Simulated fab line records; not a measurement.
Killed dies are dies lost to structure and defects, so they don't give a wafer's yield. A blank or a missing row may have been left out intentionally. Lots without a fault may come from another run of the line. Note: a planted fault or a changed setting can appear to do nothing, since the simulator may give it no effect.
A lot that was struck, set against a sound lot || flow sky130 || 15 steps out of a route of 708
Sound: the wafers L333.1, L333.2, L333.6. Wafers struck: L350.3, L350.4, L350.5. The cause is named last.
For every step that has rows: the tool of each side, followed by ch and its chambers, followed by its first start. Under that, the readings that differ: sound wafers || struck wafers || difference of the means || sigmas: that difference in standard deviations of wafers without a fault.
alike: readings with means less than 2 such deviations apart, plus words and numbers identical on both sides. not compared: withheld readings, readings lacking a value on some wafer, bounds such as >300 that could conceal the same value, and numbers that have no deviation in the record and whose values overlap.
Wherever a step has rows on one side only, a row that says differs or no value, or a row with sigmas, the two part there. Numbers that don't overlap but have no deviation are shown without sigmas and don't part them. A reading that every wafer of one side lacks parts them only if that side has two wafers or more.

first, 5 steps without rows for these wafers: SKY_SONOS_ONO_COAT_08 (resist thk 1140 nm); SKY_SONOS_ONO_SOFTBAKE_09 (time 60 s); SKY_SONOS_ONO_EXPOSE_10 (exposes mask ONOM, target cd 410 nm); SKY_SONOS_ONO_PEB_11; SKY_SONOS_ONO_DEVELOP_12 (develop time 60 s).
SKY_SONOS_ONO_CD_MEAS_13: target cd 410 nm.
  struck on cd_sem-01, day 18 14:27; sound on cd_sem-01, day 12 12:24
  alike: cd_nm
SKY_SONOS_ONO_OVL_MEAS_14:
  struck on overlay-02, day 18 14:33; sound on overlay-01, day 12 12:31
  alike: SONOS_ONO_OVL
SKY_SONOS_ONO_ETCH_15: etches the open film in CHF3/O2, target depth 19.52 nm, time 7.8 s.
  sound on rie_diel-02 ch 2,3, day 12 12:34; struck on rie_diel-01 ch 0,1,3, day 18 14:34
  alike: bias_w, drypump_motor_current_A, oes_product_au, throttle_valve_pct
  not compared: rf_hours_counter_h
then, 1 step without rows for these wafers: SKY_SONOS_ONO_WET_ETCH_16 (etches SiO2 in dHF, target depth 14 nm, time 280 s).
SKY_SONOS_ONO_STRIP_17: strips in O2/N2.
  sound on plasma_asher-01 ch 0,1, day 12 12:40; struck on plasma_asher-03 ch 0,1, day 18 14:43
{"reading": "strip_time_to_endpoint_s (s)", "sound": "14.11 14.13 14.05", "struck": "14.23 14.17 14.17", "difference": "+0.09", "sigmas": "+2"}
  alike: drypump_motor_current_A, oes_product_au
  not compared: rf_hours_counter_h
then, 2 steps without rows for these wafers: SKY_SONOS_ONO_WET_ETCH_18 (etches Si3N4 in H3PO4, target depth 15 nm, time 172 s); SKY_GATE_OXIDE_CLEAN_00 (cleans in SC1/SC2, time 150 s).
SKY_GATE_OXIDE_OXIDATION_01: stabilise 600 s, purge 300 s, target thk 10.268 nm.
  sound on furnace-01 ch 0, day 12 13:14; struck on furnace-02 ch 0, day 18 15:02
{"reading": "stabilise_s (s)", "sound": "600 600 600", "struck": "5400 5400 5400", "difference": "+4800", "sigmas": ""}
{"reading": "zone_power_lower_pct (%)", "sound": "17.2 17.6 17.4", "struck": "15.5 15.8 15.6", "difference": -1.8, "sigmas": -2}
SKY_GATE_OXIDE_THK_MEAS_02:
  struck on film_metro-04, day 18 16:28; sound on film_metro-01, day 12 14:38
  alike: GATE_OXIDE_OXIDATION_00_THK
-- the record jumps here: 31 days lie between the struck wafers' starts before and after (it left off in module GATE_OXIDE and takes up again in module PAD_OPEN, whose first step shown is number 708 of the route) --
SKY_PAD_OPEN_PROBE_99:
  struck on prober-01, day 49 21:57; sound on prober-02, day 45 13:09
{"reading": "model.etest.pfet_g5v0d10v5.r_on_ohm_um", "sound": "4805 4780 4832", "struck": "4846 4910 4931", "difference": "+90", "sigmas": ""}
{"reading": "model.etest.res_pwell_under_gate.rs_ohm_sq", "sound": "2294 2288 2292", "struck": "2273 2267 2264", "difference": -23, "sigmas": ""}
{"reading": "model.etest.pfet_g5v0d10v5.drive_ua_um", "sound": "336.1 335.7 338.7", "struck": "335.2 331.6 329", "difference": -4.9, "sigmas": ""}
{"reading": "model.etest.pfet_01v8_mvt.drive_ua_um", "sound": "151 152 151.9", "struck": "149.6 146.7 144.4", "difference": -4.7, "sigmas": ""}
{"reading": "model.etest.field_n.vt_v (V)", "sound": "35.95 36.26 36.23", "struck": "34.81 34.62 34.78", "difference": -1.41, "sigmas": ""}
{"reading": "model.etest.pfet_01v8_mvt.off_log10_a_um", "sound": "-10.5 -10.75 -10.59", "struck": "-11.12 -11.21 -11.24", "difference": -0.58, "sigmas": ""}
{"reading": "model.etest.pfet_g5v0d10v5.off_log10_a_um", "sound": "-12.56 -12.91 -12.69", "struck": "-13.19 -13.28 -13.2", "difference": -0.50, "sigmas": ""}
{"reading": "model.etest.nfet_05v0_nvt.off_log10_a_um", "sound": "-11.09 -10.92 -11.03", "struck": "-11.15 -11.23 -11.19", "difference": -0.18, "sigmas": ""}
  alike: killed_at_M0_to_M3, killed_at_M4_up, killed_at_contacts, killed_at_front_end, killed_at_other, killed_dies, killed_open, killed_short

WHERE THEY PART
Earliest at SKY_SONOS_ONO_STRIP_17; latest, in this record, at SKY_GATE_OXIDE_OXIDATION_01. Later steps at which nothing parts them and some readings are alike: SKY_GATE_OXIDE_THK_MEAS_02, SKY_PAD_OPEN_PROBE_99.

WHY: the cause the simulator had injected
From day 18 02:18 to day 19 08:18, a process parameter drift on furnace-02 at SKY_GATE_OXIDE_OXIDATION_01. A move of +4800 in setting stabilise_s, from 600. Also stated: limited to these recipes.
